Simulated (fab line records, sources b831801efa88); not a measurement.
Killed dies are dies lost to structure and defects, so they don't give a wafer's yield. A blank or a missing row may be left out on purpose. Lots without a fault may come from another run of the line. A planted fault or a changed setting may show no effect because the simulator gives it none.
fab line records | flow sky130
record lots=6 wafers=18 last_day=50
route steps=708 shown VT_ADJUST_LVTN@116 VT_ADJUST_NCORE@119 VT_ADJUST_HVTR@131 PAD_OPEN@708
lots that met no fault: from a run of the same line without faults
start_h: hours from the record's first day to the start of the lot's first wafer shown | wait_h: hours since the lot's step before | " the same as in the row above | L1.1+2: a row that stands for several wafers | - no value, or no start given | * or withheld: withheld | < > ~ a bound
route shown NAME@n: a module of which the file shows steps, and the number in the route of the first | usual: mean/standard deviation of fault-free wafers | same: alike in all rows | chamber/n: place in a boat | sites: the reading at each site | _std_site: their standard deviation | _edge_site: outer sites' mean less inner sites' | radius_mm: how far each site lies from the wafer's centre | mask NAME#n: copy n | behind: the tool/chamber that last shaped the wafer | hold: why the lot was held/for how many hours/how that ended | device: the transistor (n, p or np) that didn't switch | end of line: the same wafers' tests at the end of the route | a step without rows: its recipe alone | killed: dies lost to structure and defects at the first sort, not the wafer's yield | map: a wafer's dies, x killed, . not, _ none there
set.NAME: the setting as run; set.NAME@STEP: as run at that earlier step | model.NAME: the simulator's own value behind a step, which no gauge read
lots at some steps of the route; a table a step, a row a wafer
services: from which hour (start_h, from the record's first day; less than 0 if before it) a tool's chamber was out of use, for how many hours, and why
## steps
# step SKY_VT_ADJUST_LVTN_IMPLANT_19
# recipe species=B energy_kev=30 dose_cm2=6.5e+11 tilt_deg=withheld
# step SKY_VT_ADJUST_LVTN_STRIP_20
# recipe chemistry=O2/N2 power_w=1400 pressure_mtorr=1500 platen_temp_c=withheld o2_flow_sccm=3000 n2_flow_sccm=300 overash_fraction=0.5
# usual drypump_motor_current_A=5.8/0.55 oes_product_au=0.716/0.0045 strip_time_to_endpoint_s=14.20/0.055
# columns lot.wafer tool chamber start_h wait_h drypump_motor_current_A oes_product_au rf_hours_counter_h strip_time_to_endpoint_s
L199.1 plasma_asher-01 1 193.32 0.1 5.6 0.716 48 14.24
L199.3 " 0 " " 5.6 0.716 - 14.24
L199.5 " 1 " " 5.6 0.709 - 14.31
L200.3 plasma_asher-02 0 204.41 0.1 6.6 0.721 - 14.20
L200.5 " 0 " " 6.6 0.710 - 14.23
L200.6 " 1 " " 5.1 0.715 - 14.22
L203.1 plasma_asher-03 1 219.62 0.1 5.7 0.716 10 14.22
L203.4 " 0 " " 6.2 0.716 - 14.20
L203.6 " 1 " " 5.7 0.721 - 14.20
L205.1 plasma_asher-02 0 237.10 0.1 6.6 0.719 45 14.29
L205.2 " 1 " " 5.1 0.713 45 14.28
L205.5 " 1 " " 5.1 0.715 - 14.30
L213.3 plasma_asher-02 0 290.45 0.1 6.6 0.717 - 14.22
L213.5 " 0 " " 6.7 0.719 - 14.19
L213.6 " 1 " " 5.1 0.716 - 14.22
L215.1 plasma_asher-01 0 308.10 0.1 5.7 0.706 56 14.19
L215.5 " 1 " " 5.6 0.716 - 14.13
L215.6 " 0 " " 5.7 0.723 - 14.10
# step SKY_VT_ADJUST_LVTN_TW_MEAS_21
# usual VT_ADJUST_LVTN_2_TW=187.0/2.8
# columns lot.wafer tool chamber start_h wait_h VT_ADJUST_LVTN_2_TW
L199.1 film_metro-02 - 193.42 0.1 184.7
L199.3 " - " " 184.8
L199.5 " - " " 185.3
L200.3 film_metro-02 - 204.50 0.1 184.9
L200.5 " - " " 184.9
L200.6 " - " " 185.7
L203.1 film_metro-04 - 219.72 0.1 191.9
L203.4 " - " " 191.8
L203.6 " - " " 191.9
L205.1 film_metro-04 - 237.20 0.1 190.9
L205.2 " - " " 191.4
L205.5 " - " " 191.4
L213.3 film_metro-03 - 290.54 0.1 188.2
L213.5 " - " " 187.5
L213.6 " - " " 188.0
L215.1 film_metro-02 - 308.20 0.1 183.9
L215.5 " - " " 184.4
L215.6 " - " " 183.6
# step SKY_VT_ADJUST_NCORE_DEHYDRATE_00
# recipe temp_c=200 time_s=60
# step SKY_VT_ADJUST_NCORE_HMDS_01
# recipe prime_time_s=60 prime_temp_c=120
# step SKY_VT_ADJUST_NCORE_COAT_02
# recipe resist=NOVOLAK spin_rpm=3000 resist_thk_nm=1140
# step SKY_VT_ADJUST_NCORE_SOFTBAKE_03
# recipe temp_c=90 time_s=60 resist=NOVOLAK
# step SKY_VT_ADJUST_NCORE_EXPOSE_04
# recipe mask_id=LVTN_COMPLEMENT_THIN na=0.6 source_shape=conventional sigma_outer=0.6 polarization=unpolarized target_cd_nm=380 dose_mj=139
# step SKY_VT_ADJUST_NCORE_PEB_05
# recipe temp_c=withheld time_s=* resist=NOVOLAK
# step SKY_VT_ADJUST_NCORE_DEVELOP_06
# recipe resist=NOVOLAK developer=TMAH develop_time_s=60 dev_temp_c=23
# step SKY_VT_ADJUST_NCORE_CD_MEAS_07
# recipe target_cd_nm=380
# usual cd_nm=380.3/3
# columns lot.wafer tool chamber start_h wait_h cd_nm
L199.1 cd_sem-02 - 215.73 0.1 383.1
L199.3 " - " " 384.9
L199.5 " - " " 383.6
L200.3 cd_sem-01 - 226.53 0.1 378.8
L200.5 " - " " 378.4
L200.6 " - " " 376.7
L203.1 cd_sem-02 - 241.52 0.1 381.8
L203.4 " - " " 378.7
L203.6 " - " " 380.1
L205.1 cd_sem-01 - 260.99 0.1 379.4
L205.2 " - " " 380.4
L205.5 " - " " 377.2
L213.3 cd_sem-02 - 316.01 0.1 380.8
L213.5 " - " " 378.8
L213.6 " - " " 380.7
L215.1 cd_sem-01 - 334.29 0.1 379.9
L215.5 " - " " 378.9
L215.6 " - " " 379.4
# step SKY_VT_ADJUST_NCORE_OVL_MEAS_08
# usual VT_ADJUST_NCORE_OVL=0.3/1.3
# columns lot.wafer tool chamber start_h wait_h VT_ADJUST_NCORE_OVL[nm]
L199.1 overlay-02 - 215.85 0.1 0.7
L199.3 " - " " 2.6
L199.5 " - " " 1.0
L200.3 overlay-01 - 226.62 0.1 1.6
L200.5 " - " " 1.5
L200.6 " - " " 1.6
L203.1 overlay-02 - 241.64 0.1 1.0
L203.4 " - " " 0.4
L203.6 " - " " -0.9
L205.1 overlay-02 - 261.11 0.1 -0.8
L205.2 " - " " -1.2
L205.5 " - " " -1.6
L213.3 overlay-01 - 316.11 0.1 -2.1
L213.5 " - " " -0.8
L213.6 " - " " -1.4
L215.1 overlay-02 - 334.41 0.1 1.7
L215.5 " - " " 2.6
L215.6 " - " " 0.7
# step SKY_VT_ADJUST_NCORE_IMPLANT_09
# recipe species=B energy_kev=10 dose_cm2=2.4e+12 tilt_deg=withheld
# usual beam_energy_keV=10.000/0.0033 end_station_pressure_torr=5e-06/2.8e-07
# columns lot.wafer tool chamber start_h wait_h beam_energy_keV end_station_pressure_torr model.implant.rp_nm model.implant.drp_nm
L199.1 implanter-04 0 215.89 0.0 9.999 5.01e-06 33.53 17.11
L199.3 " 0 " " 10.003 5.41e-06 33.53 17.11
L199.5 " 0 " " 10.001 4.79e-06 33.53 17.11
L200.3 implanter-03 0 226.70 0.1 9.999 5.13e-06 32.94 17.11
L200.5 " 0 " " 10.000 4.3e-06 32.94 17.11
L200.6 " 0 " " 9.998 4.94e-06 32.94 17.11
L203.1 implanter-04 0 241.68 0.0 10.003 4.85e-06 33.7 17.11
L203.4 " 0 " " 10.003 4.89e-06 33.7 17.11
L203.6 " 0 " " 10.007 5.31e-06 33.7 17.11
L205.1 implanter-04 0 261.15 0.0 10.000 5.07e-06 33.53 17.11
L205.2 " 0 " " 10.001 5.27e-06 33.53 17.11
L205.5 " 0 " " 10.001 4.82e-06 33.53 17.11
L213.3 implanter-04 0 316.18 0.1 12.307 4.63e-06 39.39 19.85
L213.5 " 0 " " 12.295 5.09e-06 39.39 19.85
L213.6 " 0 " " 12.301 5.03e-06 39.39 19.85
L215.1 implanter-04 0 334.45 0.0 12.304 5.29e-06 40.34 19.85
L215.5 " 0 " " 12.310 5.08e-06 40.34 19.85
L215.6 " 0 " " 12.305 5.29e-06 40.34 19.85
# step SKY_VT_ADJUST_NCORE_STRIP_10
# recipe chemistry=O2/N2 power_w=1400 pressure_mtorr=1500 platen_temp_c=withheld o2_flow_sccm=3000 n2_flow_sccm=300 overash_fraction=0.5
# usual drypump_motor_current_A=5.8/0.49 oes_product_au=0.715/0.0043 strip_time_to_endpoint_s=14.21/0.035
# columns lot.wafer tool chamber start_h wait_h drypump_motor_current_A oes_product_au rf_hours_counter_h strip_time_to_endpoint_s
L199.1 plasma_asher-02 0 216.04 0.1 6.6 0.725 43 14.20
L199.3 " 0 " " 6.6 0.717 - 14.22
L199.5 " 1 " " 5.1 0.717 - 14.23
L200.3 plasma_asher-04 0 226.83 0.1 5.6 0.714 - 14.18
L200.5 " 1 " " 5.9 0.713 - 14.16
L200.6 " 0 " " 5.6 0.717 - 14.12
L203.1 plasma_asher-01 0 241.83 0.1 5.7 0.716 50 14.19
L203.4 " 1 " " 5.7 0.713 - 14.16
L203.6 " 1 " " 5.7 0.709 - 14.15
L205.1 plasma_asher-01 1 261.30 0.1 5.6 0.717 52 14.27
L205.2 " 0 " " 5.6 0.708 52 14.22
L205.5 " 1 " " 5.7 0.717 - 14.21
L213.3 plasma_asher-01 1 316.31 0.1 5.7 0.717 - 14.20
L213.5 " 0 " " 5.6 0.712 - 14.23
L213.6 " 1 " " 5.7 0.718 - 14.24
L215.1 plasma_asher-01 0 334.60 0.1 5.6 0.715 59 14.17
L215.5 " 1 " " 5.6 0.709 - 14.18
L215.6 " 0 " " 5.6 0.712 - 14.14
# step SKY_VT_ADJUST_NCORE_TW_MEAS_11
# usual VT_ADJUST_NCORE_TW=219.9/2.3
# columns lot.wafer tool chamber start_h wait_h VT_ADJUST_NCORE_TW
L199.1 film_metro-01 - 216.14 0.1 218.3
L199.3 " - " " 219.4
L199.5 " - " " 220.2
L200.3 film_metro-01 - 226.92 0.1 217.9
L200.5 " - " " 219.6
L200.6 " - " " 219.9
L203.1 film_metro-01 - 241.93 0.1 217.8
L203.4 " - " " 218.0
L203.6 " - " " 219.3
L205.1 film_metro-01 - 261.40 0.1 218.6
L205.2 " - " " 218.2
L205.5 " - " " 218.0
L213.3 film_metro-03 - 316.40 0.1 229.4
L213.5 " - " " 229.3
L213.6 " - " " 228.5
L215.1 film_metro-01 - 334.70 0.1 228.1
L215.5 " - " " 228.6
L215.6 " - " " 228.6
# step SKY_VT_ADJUST_HVTR_DEHYDRATE_00
# recipe temp_c=200 time_s=60
# step SKY_PAD_OPEN_PROBE_99
# usual killed_at_M0_to_M3=43/7.3 killed_at_M4_up=3.1/1.7 killed_at_contacts=25/5.3 killed_at_front_end=14/4.1 killed_at_other=0.3/0.56 killed_dies=85/9.4 killed_open=46/7.4 killed_short=38/5.8
# same gross_dies=492 killed_at_back_side=0
# columns lot.wafer tool chamber start_h wait_h killed_at_M0_to_M3 killed_at_M4_up killed_at_contacts killed_at_front_end killed_at_other killed_dies killed_open killed_short model.etest.nfet_16v.r_on_ohm_um model.etest.res_pwell_under_gate.rs_ohm_sq model.etest.pfet_g5v0d10v5.off_log10_a_um model.etest.pfet_g5v0d10v5.vt_sat_v model.etest.pfet_16v.vt_v model.etest.pfet_g5v0d10v5.vt_v model.etest.pfet_g5v0d10v5.vt_long_v model.etest.nfet_g5v0d10v5.body_rise_v
L199.1 prober-02 - 1109.55 0.1 33 3 26 11 1 74 41 32 1.409e+04 2288 -12.31 -0.6185 -1.077 -0.8164 -0.9141 0.6716
L199.3 prober-02 - 1109.65 0.2 57 3 19 9 0 88 51 37 1.427e+04 2281 -12.29 -0.5906 -1.085 -0.7932 -0.9178 0.6863
L199.5 prober-02 - 1109.75 0.2 39 4 36 16 1 96 48 47 1.416e+04 2272 -12.36 -0.6075 -1.09 -0.8085 -0.9197 0.6921
L200.3 prober-01 - 1118.25 0.2 43 2 30 10 0 85 49 36 1.407e+04 2296 -12.56 -0.6427 -1.098 -0.8333 -0.9315 0.6715
L200.5 prober-01 - 1118.35 0.2 51 3 14 17 0 85 42 43 1.408e+04 2263 -12.54 -0.637 -1.088 -0.8299 -0.9247 0.6716
L200.6 prober-01 - 1118.40 0.2 39 5 16 26 1 87 49 37 1.41e+04 2276 -12.51 -0.6434 -1.103 -0.8326 -0.9319 0.6695
L203.1 prober-02 - 1131.04 0.1 41 2 27 10 0 80 37 43 1.389e+04 2276 -12.79 -0.6531 -1.128 -0.835 -0.9484 0.6762
L203.4 prober-02 - 1131.19 0.2 49 6 17 12 0 84 40 44 1.379e+04 2260 -12.65 -0.655 -1.122 -0.8444 -0.9484 0.6758
L203.6 prober-02 - 1131.29 0.2 43 1 27 8 0 79 46 33 1.404e+04 2276 -12.68 -0.6579 -1.127 -0.8469 -0.9515 0.6858
L205.1 prober-02 - 1145.20 0.1 42 6 20 14 0 82 44 37 1.439e+04 2286 -12.47 -0.6293 -1.099 -0.8307 -0.9339 0.6923
L205.2 prober-02 - 1145.25 0.1 49 6 13 15 0 83 41 42 1.438e+04 2286 -12.48 -0.6295 -1.105 -0.8305 -0.9327 0.688
L205.5 prober-02 - 1145.40 0.2 42 2 31 8 1 84 41 42 1.437e+04 2301 -12.44 -0.6181 -1.097 -0.82 -0.93 0.691
L213.3 prober-02 - 1181.58 0.2 46 0 29 17 0 92 57 35 1.429e+04 2248 -11.92 -0.5854 -1.072 -0.7867 -0.9043 0.6891
L213.5 prober-02 - 1181.68 0.2 33 3 32 16 0 84 42 42 1.416e+04 2253 -12.46 -0.6224 -1.069 -0.8239 -0.9055 0.6863
L213.6 prober-02 - 1181.73 0.2 48 1 36 18 0 103 68 35 1.441e+04 2235 -12.22 -0.6044 -1.075 -0.8058 -0.9116 0.6937
L215.1 prober-01 - 1195.64 0.1 54 2 26 19 1 102 59 43 1.468e+04 2259 -11.62 -0.5579 -1.056 -0.7878 -0.8953 0.7014
L215.5 prober-01 - 1195.84 0.2 43 3 26 8 0 80 45 35 1.479e+04 2264 -11.8 -0.5677 -1.049 -0.795 -0.8842 0.7017
L215.6 prober-01 - 1195.89 0.2 45 1 15 13 0 74 36 38 1.478e+04 2258 -11.66 -0.5633 -1.057 -0.7915 -0.8989 0.7051
# killed by level:class
L199.1 CONTACT:geometric_particle:open=11 VIA1:geometric_particle:open=8 LI_CONTACT:geometric_particle:open=6 CONTACT:geometric_particle:short=6 METAL1:geometric_particle:short=5 VIA3:geometric_particle:open=5 VIA1:geometric_particle:short=5 METAL4:geometric_particle:short=3
L199.3 VIA1:geometric_particle:open=11 VIA2:geometric_particle:open=9 VIA3:geometric_particle:open=8 LI_CONTACT:geometric_particle:open=6 CONTACT:geometric_particle:short=6 METAL3:geometric_particle:short=6 METAL1:geometric_particle:short=5 METAL1:geometric_particle:open=5
L199.5 VIA1:geometric_particle:open=13 CONTACT:geometric_particle:open=11 CONTACT:geometric_particle:short=8 LI_CONTACT:geometric_particle:open=6 VIA3:geometric_particle:open=5 LI_CONTACT:geometric_particle:short=5 LOCAL_INTERCONNECT:geometric_particle:short=5 METAL2:geometric_particle:short=5
L200.3 CONTACT:geometric_particle:open=14 VIA1:geometric_particle:open=11 VIA3:geometric_particle:open=7 LI_CONTACT:geometric_particle:open=5 LI_CONTACT:geometric_particle:short=5 CONTACT:geometric_particle:short=5 METAL1:geometric_particle:short=5 VIA2:geometric_particle:open=5
L200.5 VIA3:geometric_particle:open=8 VIA1:geometric_particle:short=7 METAL1:geometric_particle:short=7 VIA2:geometric_particle:open=7 VIA1:geometric_particle:open=6 POLY_GATE:geometric_particle:open=5 FIELD_ISO:geometric_particle:open=4 FIELD_ISO:geometric_particle:short=4
L200.6 VIA1:geometric_particle:open=10 FIELD_ISO:geometric_particle:open=9 VIA2:geometric_particle:open=9 CONTACT:geometric_particle:open=6 FIELD_ISO:geometric_particle:short=5 METAL1:geometric_particle:short=5 POLY_GATE:geometric_particle:open=4 METAL2:geometric_particle:short=4
L203.1 VIA2:geometric_particle:open=10 VIA3:geometric_particle:open=8 LI_CONTACT:geometric_particle:open=6 CONTACT:geometric_particle:open=6 CONTACT:geometric_particle:short=6 METAL1:geometric_particle:short=5 POLY_GATE:geometric_particle:short=4 LI_CONTACT:geometric_particle:short=4
L203.4 METAL1:geometric_particle:short=10 METAL3:geometric_particle:short=6 VIA2:geometric_particle:open=6 VIA3:geometric_particle:open=6 LI_CONTACT:geometric_particle:open=5 CONTACT:geometric_particle:open=5 VIA1:geometric_particle:short=5 VIA1:geometric_particle:open=5
L203.6 METAL1:geometric_particle:short=10 LI_CONTACT:geometric_particle:open=9 CONTACT:geometric_particle:open=7 LOCAL_INTERCONNECT:geometric_particle:short=7 VIA3:geometric_particle:open=7 VIA1:geometric_particle:open=5 VIA2:geometric_particle:open=5 FIELD_ISO:geometric_particle:open=4
L205.1 VIA1:geometric_particle:open=10 VIA3:geometric_particle:open=9 VIA1:geometric_particle:short=7 VIA2:geometric_particle:open=6 POLY_GATE:geometric_particle:short=6 LI_CONTACT:geometric_particle:open=6 METAL1:geometric_particle:short=5 LOCAL_INTERCONNECT:geometric_particle:short=5
L205.2 VIA1:geometric_particle:short=10 VIA2:geometric_particle:open=9 VIA1:geometric_particle:open=8 POLY_GATE:geometric_particle:short=7 VIA3:geometric_particle:open=6 METAL1:geometric_particle:short=6 LI_CONTACT:geometric_particle:open=5 CONTACT:geometric_particle:short=4
L205.5 CONTACT:geometric_particle:open=12 VIA3:geometric_particle:short=7 LI_CONTACT:geometric_particle:open=6 VIA1:geometric_particle:short=6 VIA3:geometric_particle:open=6 CONTACT:geometric_particle:short=5 LI_CONTACT:geometric_particle:short=4 LOCAL_INTERCONNECT:geometric_particle:short=4
L213.3 VIA2:geometric_particle:open=11 CONTACT:geometric_particle:open=11 VIA3:geometric_particle:open=9 VIA1:geometric_particle:open=8 LI_CONTACT:geometric_particle:open=8 POLY_GATE:geometric_particle:short=7 POLY_GATE:geometric_particle:open=5 METAL1:geometric_particle:short=5
L213.5 CONTACT:geometric_particle:short=9 CONTACT:geometric_particle:open=9 LI_CONTACT:geometric_particle:open=7 VIA3:geometric_particle:open=6 VIA1:geometric_particle:open=6 METAL2:geometric_particle:short=6 FIELD_ISO:geometric_particle:short=4 METAL1:geometric_particle:short=4
L213.6 CONTACT:geometric_particle:open=18 VIA2:geometric_particle:open=13 VIA1:geometric_particle:open=9 LI_CONTACT:geometric_particle:open=8 METAL2:geometric_particle:short=8 FIELD_ISO:geometric_particle:open=7 VIA3:geometric_particle:short=5 METAL1:geometric_particle:short=4
L215.1 VIA1:geometric_particle:open=17 CONTACT:geometric_particle:open=11 LI_CONTACT:geometric_particle:open=8 VIA2:geometric_particle:short=8 FIELD_ISO:geometric_particle:open=7 FIELD_ISO:geometric_particle:short=6 VIA2:geometric_particle:open=6 METAL1:geometric_particle:short=5
L215.5 CONTACT:geometric_particle:open=15 METAL1:geometric_particle:short=8 VIA1:geometric_particle:open=7 METAL2:geometric_particle:short=7 VIA3:geometric_particle:open=6 VIA1:geometric_particle:short=5 LI_CONTACT:geometric_particle:open=4 VIA2:geometric_particle:open=4
L215.6 VIA1:geometric_particle:open=9 METAL1:geometric_particle:short=8 VIA2:geometric_particle:open=7 CONTACT:geometric_particle:open=6 CONTACT:geometric_particle:short=5 VIA3:geometric_particle:short=5 FIELD_ISO:geometric_particle:open=4 METAL2:geometric_particle:short=4
## services
# columns tool chamber start_h hours kind
plasma_asher-03 - 181.77 3.6 repair
implanter-04 - 192.96 4.8 pm
plasma_asher-01 - 205.88 26.2 repair
implanter-04 - 221.32 6.5 pm
plasma_asher-02 - 230.34 2.8 pm
implanter-03 - 279.68 3.1 pm
implanter-03 - 300.38 1.8 repair
## key
first_sign step=SKY_VT_ADJUST_NCORE_IMPLANT_09 reading=beam_energy_keV direction=up sigmas=99+ usual=* struck=*
effect step=SKY_VT_ADJUST_NCORE_TW_MEAS_11 reading=VT_ADJUST_NCORE_TW direction=up sigmas=3.9 usual=219.9 struck=228.7
model_effect step=SKY_VT_ADJUST_NCORE_IMPLANT_09 value=implant.rp_nm without=32.48 struck=39.87
model_effect step=SKY_PAD_OPEN_PROBE_99 value=etest.nfet_16v.r_on_ohm_um without=1.412e+04 struck=1.452e+04
met_at SKY_VT_ADJUST_NCORE_IMPLANT_09
struck_wafers L213.3,L213.5,L213.6,L215.1,L215.5,L215.6
tester_left_out L213,L215
onset_between 261.15 316.18
fault kind=process_parameter_drift tool=implanter-04 chamber=- onset_h=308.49 steps=SKY_VT_ADJUST_NCORE_IMPLANT_09 channel=energy_kev offset=* shape=step end_h=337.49 acts_in=* stated=*
# tester_left_out: of these lots the tester's yield and bins aren't shown, on N5 and GAA mostly nor the transistor test; their killed dies are dies lost to structure and defects alone, not to doping, threshold or leakage, so they don't give the yield
